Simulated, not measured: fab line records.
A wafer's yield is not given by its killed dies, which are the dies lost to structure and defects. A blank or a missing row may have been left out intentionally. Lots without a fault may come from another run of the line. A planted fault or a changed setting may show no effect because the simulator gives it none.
A struck lot beside a sound one || flow sky130 || 23 out of 708 route steps
Sound: wafers L616.2, L616.3, L616.5. Struck: wafers L624.2, L624.4, L624.5. The cause comes at the end.
At each step with rows: each side's tool, then ch and its chambers, then its first start. Under that, the readings that differ: sound wafers || struck wafers || difference of the means || sigmas: that difference in standard deviations of wafers without a fault.
alike: readings with means less than 2 such deviations apart, plus words and numbers identical on both sides. not compared: withheld readings, readings lacking a value on some wafer, bounds such as >300 that could conceal the same value, and numbers that have no deviation in the record and whose values overlap.
The two part at a step that has a row with sigmas, a row that says differs or no value, or rows on one side only. Numbers that have no deviation but don't overlap get no sigmas and don't part them. Lack of a reading on every wafer of one side parts them only where that side has two or more wafers.

first, 4 steps without rows for these wafers: SKY_LDD_LDN_IMPLANT_08; SKY_LDD_LDN_IMPLANT_09; SKY_LDD_LDN_IMPLANT_10; SKY_LDD_LDN_IMPLANT_11.
SKY_LDD_LDN_STRIP_12: strips in O2/N2.
  sound on plasma-asher-01 ch 0,1, day 26 13:07; struck on plasma-asher-03 ch 1, day 29 01:49
{"reading": "drypump-motor-current-A (A)", "sound": "5.4 5.4 6.3", "struck": "6.8 6.8 6.8", "difference": "+1.1", "sigmas": "+3"}
  alike: oes-product-au, strip-time-to-endpoint-s
  not compared: rf-hours-counter-h
SKY_LDD_LDN_TW_MEAS_13:
  struck on film-metro-04, day 29 01:56; sound on film-metro-03, day 26 13:14
  alike: LDD_LDN_TW
then, 2 steps without rows for these wafers: SKY_LDD_LDN_CLEAN_14 (cleans in SC1/SC2, time 150 s); SKY_SPACER_CVD_00 (deposits Si3N4 from DCS/NH3, target thk 43.1 nm, time 740 s).
SKY_SPACER_THK_MEAS_01:
  struck on film-metro-03, day 29 03:17; sound on film-metro-01, day 26 17:12
  alike: SPACER_CVD_00_THK
SKY_SPACER_ETCHBACK_02: etches Si3N4 in CH3F/O2, stops on SiO2, time 46.7 s, target depth 45 nm.
  sound on rie-diel-04 ch 0,1,2, day 26 17:15; struck on rie-diel-03 ch 0,1, day 29 03:20
  alike: drypump-motor-current-A, oes-product-au, throttle-valve-pct
  not compared: rf-hours-counter-h
then, 2 steps without rows for these wafers: SKY_POLY_CUT_DEHYDRATE_00 (time 60 s); SKY_POLY_CUT_HMDS_01 (prime time 60 s).
SKY_POLY_CUT_COAT_02: resist thk 60 nm.
  sound on litho-track-04 ch 0, day 27 07:02; struck on litho-track-01 ch 0, day 29 17:31
{"reading": "spin-speed-rpm (rpm)", "sound": "2998.3 3003.2 3000.1", "struck": "3047.4 3049.7 3048.5", "difference": "+48.0", "sigmas": "+22"}
then, 5 steps without rows for these wafers: SKY_POLY_CUT_COAT_03 (resist thk 450 nm); SKY_POLY_CUT_SOFTBAKE_04 (time 90 s); SKY_POLY_CUT_EXPOSE_05 (exposes mask NPCM, target cd 270 nm); SKY_POLY_CUT_PEB_06; SKY_POLY_CUT_DEVELOP_07 (develop time 60 s).
SKY_POLY_CUT_CD_MEAS_08: the cd target is 270 nm.
  struck on cd-sem-01, day 30 07:37; sound on cd-sem-01, day 27 21:49
  alike: cd-nm
SKY_POLY_CUT_OVL_MEAS_09:
  struck on overlay-01, day 30 07:43; sound on overlay-01, day 27 21:55
  alike: POLY_CUT_OVL
SKY_POLY_CUT_ETCH_10: etches BARC in N2/H2, stops on SiO2, time 45.9 s, target depth 60 nm.
  sound on rie-diel-04 ch 1,3, day 27 21:57; struck on rie-diel-03 ch 0,3, day 30 07:45
{"reading": "oes-product-au (a.u.)", "sound": "0.860 0.850 0.852", "struck": "0.844 0.844 0.845", "difference": -0.010, "sigmas": -2}
{"reading": "model.etch.depth-nm (nm)", "sound": "59.87 59.68 59.93", "struck": "59.4 59.45 59.37", "difference": -0.4, "sigmas": ""}
  alike: drypump-motor-current-A, throttle-valve-pct
  not compared: rf-hours-counter-h
SKY_POLY_CUT_ETCH_11: etches Si3N4 in CF4/CH2F2/Ar, stops on poly-Si, time 42.5 s, target depth 60 nm.
  sound on rie-diel-04 ch 1,3, day 27 21:59; struck on rie-diel-03 ch 0,3, day 30 07:47
  alike: drypump-motor-current-A, oes-product-au, throttle-valve-pct
  not compared: rf-hours-counter-h
-- the record jumps here: 20 days lie between the struck wafers' starts before and after (it left off in module POLY_CUT and takes up again in module PAD_OPEN, whose first step shown is number 708 of the route) --
SKY_PAD_OPEN_PROBE_99:
  struck on prober-02, day 49 21:47; sound on prober-02, day 48 09:54
{"reading": "killed-at-contacts", "sound": "14 26 21", "struck": "37 31 25", "difference": "+11", "sigmas": "+2"}
  alike: killed_at_M0_to_M3, killed_at_M4_up, killed-at-front-end, killed-at-other, killed-dies, killed-on-rim, killed-open, killed-short

## WHERE THEY PART
At SKY_LDD_LDN_STRIP_12 first; at SKY_PAD_OPEN_PROBE_99 last (within this record only).

WHY: what the simulator had put in
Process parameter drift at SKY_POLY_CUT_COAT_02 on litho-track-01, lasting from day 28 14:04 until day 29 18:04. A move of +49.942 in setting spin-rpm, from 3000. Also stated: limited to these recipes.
